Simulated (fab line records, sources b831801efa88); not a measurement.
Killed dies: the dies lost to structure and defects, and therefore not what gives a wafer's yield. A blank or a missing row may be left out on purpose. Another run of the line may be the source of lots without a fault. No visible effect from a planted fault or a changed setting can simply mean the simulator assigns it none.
fab line records	flow gf180mcu
[record] lots = 13	wafers = 39	last-day = 34
route steps=602 shown STI@15 MVPSD@85 VT_IMPLANT@109
lots that met no fault: from a run of the same line without faults
start-h: the number of hours between the record's first day and the start of the first shown wafer of the lot	wait-h: hours elapsed since this lot's preceding step	" the same as in the row above	L1.1+2: one row covering several wafers at once	- no value, or no start given	* or withheld: withheld	< > ~ a bound
route shown NAME@n: a module of which the file shows steps, and the number in the route of the first	usual: mean and standard deviation over wafers with no fault	same: alike in all rows	chamber/n: place in a boat	sites: each site's reading	_std_site: the standard deviation of these	_edge_site: inner sites' mean taken away from outer sites' mean	radius-mm: how far each site lies from the wafer's centre	mask NAME#n: copy n	behind: the last tool/chamber to shape the wafer	hold: reason for holding the lot/hours on hold/outcome of the hold	device: the transistor (n, p or np) that didn't switch	end of line: at the end of the route, the tests of the same wafers	step lacking rows: just its recipe	killed: at the first sort, the dies lost to defects and structure; wafer yield is something else	map: the dies of a wafer, with x for killed, . for not killed, _ for no die there
set.NAME: the setting that was run; set.NAME@STEP: the one run at that earlier step	model.NAME: the simulator's own value behind a step, which no gauge read
steps of the route over a sample of lots; a table a step, a row a wafer
services: the hour from which a tool's chamber was out of use, counted from the record's first day as start-h (under 0 if before that day), plus the number of hours and why
[[steps]]
[step GF_STI_ETCH_14]
[recipe] target = Si	chemistry = HBr/Cl2/O2	target-depth-nm = 360	icp-w = 600	bias-w = 150	pressure-mtorr = 15	HBr_flow_sccm = 150	Cl2_flow_sccm = 40	O2_flow_sccm = 6	time-s = 102.9
[usual] drypump-motor-current-A = 5.6/0.61	he-backside-leak-sccm = 2.70/0.29	oes-product-au = 1.002/0.0083	throttle-valve-pct = 25.656/0.011
lot.wafer	tool	chamber	start-h	wait-h	drypump-motor-current-A	he-backside-leak-sccm	oes-product-au	rf-hours-counter-h	throttle-valve-pct
L585.1	rie-si-02	3	31.38	0.0	6.2	2.95	1.000	88	25.654
L585.2	"	0	"	"	4.8	2.82	0.996	2	25.657
L585.5	"	3	"	"	6.2	2.97	1.003	-	25.676
L588.1	rie-si-01	1	48.18	0.0	6.2	2.66	1.008	1	25.657
L588.4	"	2	"	"	5.2	2.69	1.014	1	25.626
L588.6	"	3	"	"	5.0	2.53	1.006	-	25.664
L592.3	rie-si-02	1	67.22	0.0	5.7	2.75	1.011	60	25.667
L592.4	"	0	"	"	4.8	2.82	1.005	2	25.659
L592.5	"	3	"	"	6.2	2.88	1.006	-	25.652
L594.2	rie-si-02	0	77.90	0.0	4.9	2.66	1.000	2	25.665
L594.3	"	1	"	"	5.6	2.94	1.002	60	25.654
L594.4	"	3	"	"	6.2	3.05	0.998	88	25.655
L595.1	rie-si-01	0	81.73	0.0	6.4	2.57	1.006	48	25.670
L595.4	"	1	"	"	6.2	2.64	1.002	1	25.665
L595.6	"	2	"	"	5.2	2.80	1.017	-	25.640
L596.1	rie-si-01	2	91.08	0.0	5.2	2.69	1.004	2	25.675
L596.3	"	0	"	"	6.5	2.31	1.015	48	25.637
L596.6	"	0	"	"	6.5	2.47	1.003	-	25.656
L597.1	rie-si-02	3	96.97	0.0	6.2	2.96	0.992	88	25.675
L597.5	"	2	"	"	5.1	2.45	0.996	-	25.658
L597.6	"	1	"	"	5.7	3.02	1.007	-	25.660
L600.1	rie-si-02	1	107.53	0.0	5.7	2.85	1.018	61	25.637
L600.2	"	0	"	"	4.8	2.79	1.001	2	25.650
L600.4	"	2	"	"	5.1	2.41	0.992	71	25.673
L601.1	rie-si-01	0	113.43	0.0	6.5	2.71	1.008	48	25.662
L601.2	"	2	"	"	5.2	2.63	1.005	2	25.640
L601.3	"	3	"	"	5.0	2.77	1.003	42	25.664
L604.1	rie-si-01	0	128.13	0.0	6.5	2.28	0.998	49	25.667
L604.2	"	1	"	"	6.3	2.63	1.000	2	25.649
L604.4	"	3	"	"	5.0	2.75	1.006	42	25.653
L605.1	rie-si-01	3	133.86	0.0	5.1	2.56	0.989	42	25.668
L605.2	"	1	"	"	6.3	2.66	1.002	2	25.665
L605.4	"	2	"	"	5.3	2.79	1.014	2	25.668
L606.2	rie-si-01	3	139.63	0.0	5.1	2.78	1.001	42	25.648
L606.3	"	0	"	"	6.5	2.32	1.004	49	25.657
L606.6	"	2	"	"	5.2	2.49	1.005	-	25.641
L607.1	rie-si-02	2	143.75	0.0	5.1	2.57	1.001	71	25.650
L607.2	"	3	"	"	6.2	2.89	1.004	89	25.654
L607.5	"	1	"	"	5.7	2.95	1.006	-	25.643
[step GF_STI_STRIP_15]
[recipe] chemistry = O2/N2	power-w = 1400	pressure-mtorr = 1500	platen-temp-c = 250	o2-flow-sccm = 3000	n2-flow-sccm = 300	overash-fraction = 0.5
[usual] drypump-motor-current-A = 5.6/0.63	heater-power-w = 339/11	oes-product-au = 0.383/0.0052	platen-temp-c = 249.98/0.18	strip-time-to-endpoint-s = 3.71/0.035
lot.wafer	tool	chamber	start-h	wait-h	drypump-motor-current-A	heater-power-w	oes-product-au	platen-temp-c	rf-hours-counter-h	strip-time-to-endpoint-s
L585.1	plasma-asher-04	0	31.46	0.0	5.5	325	0.382	250.03	38	3.74
L585.2	"	1	"	"	6.4	343	0.394	250.18	38	3.73
L585.5	"	0	"	"	5.5	339	0.389	249.67	-	3.72
L588.1	plasma-asher-03	1	48.26	0.0	5.5	327	0.380	250.07	43	3.64
L588.4	"	1	"	"	5.5	321	0.384	250.02	-	3.68
L588.6	"	0	"	"	6.2	335	0.381	249.66	-	3.65
L592.3	plasma-asher-04	1	67.32	0.1	6.5	353	0.374	249.61	-	3.67
L592.4	"	0	"	"	5.5	335	0.379	250.20	-	3.69
L592.5	"	0	"	"	5.5	330	0.378	249.72	-	3.67
L594.2	plasma-asher-03	0	77.97	0.0	6.2	330	0.391	250.06	47	3.73
L594.3	"	0	"	"	6.2	333	0.379	249.93	-	3.64
L594.4	"	1	"	"	5.5	323	0.383	249.66	-	3.68
L595.1	plasma-asher-04	1	81.81	0.0	6.4	342	0.386	249.87	44	3.69
L595.4	"	1	"	"	6.4	345	0.384	249.89	-	3.70
L595.6	"	1	"	"	6.4	343	0.384	249.77	-	3.75
L596.1	plasma-asher-04	1	91.16	0.0	6.5	337	0.384	249.71	44	3.68
L596.3	"	0	"	"	5.5	325	0.381	249.73	-	3.63
L596.6	"	0	"	"	5.5	324	0.384	250.03	-	3.71
L597.1	plasma-asher-02	0	97.04	0.0	5.1	346	0.385	250.19	47	3.72
L597.5	"	1	"	"	4.6	348	0.379	250.19	-	3.70
L597.6	"	0	"	"	5.1	354	0.380	249.79	-	3.68
L600.1	plasma-asher-02	0	107.61	0.0	5.1	356	0.375	249.88	48	3.65
L600.2	"	1	"	"	4.7	350	0.377	249.95	48	3.69
L600.4	"	0	"	"	5.1	349	0.388	250.01	-	3.68
L601.1	plasma-asher-02	1	113.51	0.0	4.6	345	0.379	250.09	49	3.76
L601.2	"	0	"	"	5.1	351	0.388	250.09	49	3.74
L601.3	"	1	"	"	4.7	350	0.382	250.08	-	3.71
L604.1	plasma-asher-04	1	128.21	0.0	6.4	338	0.374	250.22	48	3.71
L604.2	"	0	"	"	5.5	322	0.381	249.84	48	3.73
L604.4	"	0	"	"	5.5	321	0.382	250.03	-	3.71
L605.1	plasma-asher-02	0	133.94	0.0	5.1	350	0.378	250.18	51	3.78
L605.2	"	1	"	"	4.7	345	0.377	249.77	51	3.68
L605.4	"	1	"	"	4.7	348	0.390	249.73	-	3.72
L606.2	plasma-asher-04	0	139.70	0.0	5.5	338	0.383	249.76	49	3.78
L606.3	"	0	"	"	5.5	330	0.389	249.76	-	3.71
L606.6	"	1	"	"	6.5	341	0.388	250.07	-	3.69
L607.1	plasma-asher-02	0	143.82	0.0	5.1	355	0.383	249.98	52	3.74
L607.2	"	1	"	"	4.6	349	0.377	250.08	52	3.70
L607.5	"	1	"	"	4.6	350	0.384	250.00	-	3.75
[step GF_MVPSD_OVL_MEAS_07]
[usual] MVPSD_OVL = 0.6/1.3
lot.wafer	tool	chamber	start-h	wait-h	MVPSD_OVL[nm]
L585.1	overlay-01	-	106.52	-	-0.4
L585.2	"	-	"	"	0.5
L585.5	"	-	"	"	0.0
L588.1	overlay-01	-	123.87	-	-1.1
L588.4	"	-	"	"	-2.4
L588.6	"	-	"	"	-1.9
L592.3	overlay-01	-	147.44	-	-2.5
L592.4	"	-	"	"	-0.7
L592.5	"	-	"	"	1.0
L594.2	overlay-01	-	158.03	-	0.3
L594.3	"	-	"	"	-1.1
L594.4	"	-	"	"	-1.7
L595.1	overlay-02	-	163.53	-	1.1
L595.4	"	-	"	"	1.0
L595.6	"	-	"	"	2.8
L596.1	overlay-01	-	170.90	-	1.2
L596.3	"	-	"	"	1.8
L596.6	"	-	"	"	1.2
L597.1	overlay-02	-	177.95	-	-0.5
L597.5	"	-	"	"	-0.6
L597.6	"	-	"	"	-2.5
L600.1	overlay-02	-	189.20	-	0.3
L600.2	"	-	"	"	3.2
L600.4	"	-	"	"	-0.3
L601.1	overlay-02	-	196.95	-	2.7
L601.2	"	-	"	"	-0.3
L601.3	"	-	"	"	2.0
L604.1	overlay-01	-	216.85	-	0.1
L604.2	"	-	"	"	1.4
L604.4	"	-	"	"	0.6
L605.1	overlay-01	-	223.07	-	-1.4
L605.2	"	-	"	"	-0.4
L605.4	"	-	"	"	1.5
L606.2	overlay-01	-	227.95	-	2.2
L606.3	"	-	"	"	0.5
L606.6	"	-	"	"	-0.6
L607.1	overlay-01	-	233.62	-	-0.9
L607.2	"	-	"	"	0.2
L607.5	"	-	"	"	-0.1
[step GF_VT_IMPLANT_IMPLANT_19]
[recipe] species = As	energy-kev = 100	dose-cm2 = 4.35e+12	tilt-deg = 7
[usual] beam-energy-keV = 99.996/0.029
lot.wafer	tool	chamber	start-h	wait-h	beam-energy-keV
L585.1	implanter-04	0	137.11	0.0	100.02
L585.2	"	0	"	"	99.968
L585.5	"	0	"	"	99.995
L588.1	implanter-04	0	155.25	0.0	99.941
L588.4	"	0	"	"	100.01
L588.6	"	0	"	"	99.993
L592.3	implanter-01	0	179.11	0.1	100.01
L592.4	"	0	"	"	100.00
L592.5	"	0	"	"	99.997
L594.2	implanter-01	0	191.13	0.0	100.04
L594.3	"	0	"	"	100.03
L594.4	"	0	"	"	100.02
L595.1	implanter-02	0	196.81	0.0	99.990
L595.4	"	0	"	"	99.977
L595.6	"	0	"	"	99.994
L596.1	implanter-02	0	204.91	0.0	99.970
L596.3	"	0	"	"	99.948
L596.6	"	0	"	"	99.991
L597.1	implanter-01	0	212.76	0.0	99.963
L597.5	"	0	"	"	99.956
L597.6	"	0	"	"	99.965
L600.1	implanter-01	0	224.61	0.0	99.995
L600.2	"	0	"	"	100.03
L600.4	"	0	"	"	100.05
L601.1	implanter-01	0	232.96	0.0	99.983
L601.2	"	0	"	"	99.984
L601.3	"	0	"	"	99.948
L604.1	implanter-01	0	253.55	0.0	112.76
L604.2	"	0	"	"	112.72
L604.4	"	0	"	"	112.79
L605.1	implanter-01	0	259.75	0.0	112.74
L605.2	"	0	"	"	112.74
L605.4	"	0	"	"	112.78
L606.2	implanter-01	0	266.23	0.0	112.75
L606.3	"	0	"	"	112.75
L606.6	"	0	"	"	112.77
L607.1	implanter-04	0	272.02	0.0	99.964
L607.2	"	0	"	"	99.948
L607.5	"	0	"	"	99.953
[step GF_VT_IMPLANT_TW_MEAS_21]
[usual] VT_IMPLANT_2_TW = 1226/11
lot.wafer	tool	chamber	start-h	wait-h	VT_IMPLANT_2_TW
L585.1	film-metro-03	-	137.36	0.1	1216
L585.2	"	-	"	"	1213
L585.5	"	-	"	"	1218
L588.1	film-metro-04	-	155.50	0.1	1232
L588.4	"	-	"	"	1238
L588.6	"	-	"	"	1233
L592.3	film-metro-03	-	179.33	0.1	1209
L592.4	"	-	"	"	1218
L592.5	"	-	"	"	1216
L594.2	film-metro-04	-	191.36	0.1	1239
L594.3	"	-	"	"	1239
L594.4	"	-	"	"	1239
L595.1	film-metro-03	-	197.06	0.1	1210
L595.4	"	-	"	"	1211
L595.6	"	-	"	"	1211
L596.1	film-metro-04	-	205.16	0.1	1232
L596.3	"	-	"	"	1231
L596.6	"	-	"	"	1236
L597.1	film-metro-02	-	213.01	0.1	1210
L597.5	"	-	"	"	1211
L597.6	"	-	"	"	1215
L600.1	film-metro-04	-	224.86	0.1	1246
L600.2	"	-	"	"	1237
L600.4	"	-	"	"	1227
L601.1	film-metro-04	-	233.21	0.1	1225
L601.2	"	-	"	"	1228
L601.3	"	-	"	"	1235
L604.1	film-metro-04	-	253.80	0.1	1279
L604.2	"	-	"	"	1277
L604.4	"	-	"	"	1284
L605.1	film-metro-04	-	260.00	0.1	1279
L605.2	"	-	"	"	1290
L605.4	"	-	"	"	1279
L606.2	film-metro-04	-	266.47	0.1	1279
L606.3	"	-	"	"	1280
L606.6	"	-	"	"	1277
L607.1	film-metro-04	-	272.27	0.1	1244
L607.2	"	-	"	"	1236
L607.5	"	-	"	"	1238
[[services]]
tool	chamber	start-h	hours	kind
implanter-04	-	24.65	3.5	pm
plasma-asher-03	-	32.07	1.9	repair
implanter-02	-	40.51	9.2	repair
rie-si-02	-	54.65	2.8	pm
implanter-01	-	105.60	2.1	repair
plasma-asher-03	-	108.75	9.0	pm
plasma-asher-03	0	108.75	9.0	vent-cycle
plasma-asher-03	1	108.75	9.0	vent-cycle
plasma-asher-03	0	117.75	-	clean
plasma-asher-03	1	117.75	-	clean
plasma-asher-04	-	118.32	1.2	repair
rie-si-02	0	118.78	63.6	repair
implanter-02	-	147.82	4.0	pm
implanter-02	-	155.31	11.8	pm
implanter-01	-	184.75	1.2	repair
implanter-04	-	201.52	1.8	repair
rie-si-01	-	203.72	2.8	pm
implanter-01	-	207.64	3.5	pm
implanter-02	-	212.05	24.7	pm
implanter-04	-	236.02	1.6	repair
plasma-asher-02	-	245.23	14.6	pm
rie-si-02	0	246.40	3.0	repair
rie-si-01	-	253.53	0.5	repair
plasma-asher-02	-	268.67	2.8	pm
[[key]]
[first-sign] step = GF_VT_IMPLANT_IMPLANT_19	reading = beam-energy-keV	direction = up	sigmas = 99+	usual = 99.996	struck = 112.76
[effect] step = GF_VT_IMPLANT_TW_MEAS_21	reading = VT_IMPLANT_2_TW	direction = up	sigmas = 4.8	usual = 1226	struck = 1280
met-at GF_VT_IMPLANT_IMPLANT_19
struck-lots L604,L605,L606
tester-left-out L604,L605,L606
not-acting-at GF_STI_ETCH_14,GF_STI_STRIP_15,GF_MVPSD_OVL_MEAS_07
onset-between 232.96 253.55
[fault] kind = process-parameter-drift	tool = implanter-01	chamber = -	onset-h = 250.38	steps = GF_VT_IMPLANT_IMPLANT_19	channel = energy-kev	offset = 12.758	shape = step	end-h = 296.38	acts-in = these-recipes-only	stated = 100
// tester-left-out: of these lots the tester's yield and bins aren't shown, on N5 and GAA mostly nor the transistor test; their killed dies are dies lost to structure and defects alone, not to doping, threshold or leakage, so they don't give the yield
